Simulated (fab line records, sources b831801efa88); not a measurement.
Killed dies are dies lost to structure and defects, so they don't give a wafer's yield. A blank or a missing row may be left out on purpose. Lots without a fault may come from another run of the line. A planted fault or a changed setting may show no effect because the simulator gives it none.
One fault seen from 2 desks | flow gf180mcu | each desk has only its own numbers; what lay behind them comes last

THE TOOL OWNER'S DESK: cvd_w-01
The tool's own readings at GF_V1_CVD_23 (deposits W, target thk 350 nm, time 105.05 s): means of the sampled wafers that have a number, for each lot that ran on this tool. A lot is out of limits, marked OUT, if its mean lies more than 4 standard deviations from the usual mean; the brackets give that distance.
Columns: A = chamber_pressure_Torr at GF_V1_CVD_23, usual 40.01 Torr; B = heater_power_w at GF_V1_CVD_23, usual 822 W
lot  | first seen here | A     | B
L463 | day 18 23:46    | 39.85 | 758
L465 | day 19 16:49    | 40.04 | 774
L466 | day 20 05:21    | 39.93 | 782
L470 | day 21 09:31    | 40.14 | 781
L471 | day 22 02:30    | 40.04 | 772
This desk's finding: nothing out of limits on any of the 5 lots.

THE METROLOGY DESK
What the gauges read, lot by lot, whatever tool the lot ran on: means of the sampled wafers that have a number. A lot is out of limits, marked OUT, if its mean lies more than 4 standard deviations from the usual mean; the brackets give that distance.
Columns: A = M4_ALCU_THK at GF_M4_THK_MEAS_06, usual 453 nm; B = V5_W_THK at GF_V5_THK_MEAS_25, usual 346 nm
lot  | first seen here | A   | B
L462 | day 22 23:56    | 449 | 352
L463 | day 23 07:20    | 455 | 350
L464 | day 23 16:12    | 459 | 343
L465 | day 23 23:07    | 454 | 343
L466 | day 24 09:50    | 455 | 344
L470 | day 25 10:46    | 457 | 336
L471 | day 26 02:51    | 443 | 351
L477 | day 27 23:42    | 454 | 350
L480 | day 28 23:20    | 461 | 336
L481 | day 29 06:13    | 449 | 346
L482 | day 29 12:49    | 455 | 353
L483 | day 29 15:43    | 453 | 344
L484 | day 29 23:49    | 464 | 344
This desk's finding: nothing out of limits on any of the 13 lots.

PUT TOGETHER
The tool owner's desk saw nothing out of limits.
The metrology desk saw nothing out of limits.

WHAT THE SIMULATOR HAD PUT IN
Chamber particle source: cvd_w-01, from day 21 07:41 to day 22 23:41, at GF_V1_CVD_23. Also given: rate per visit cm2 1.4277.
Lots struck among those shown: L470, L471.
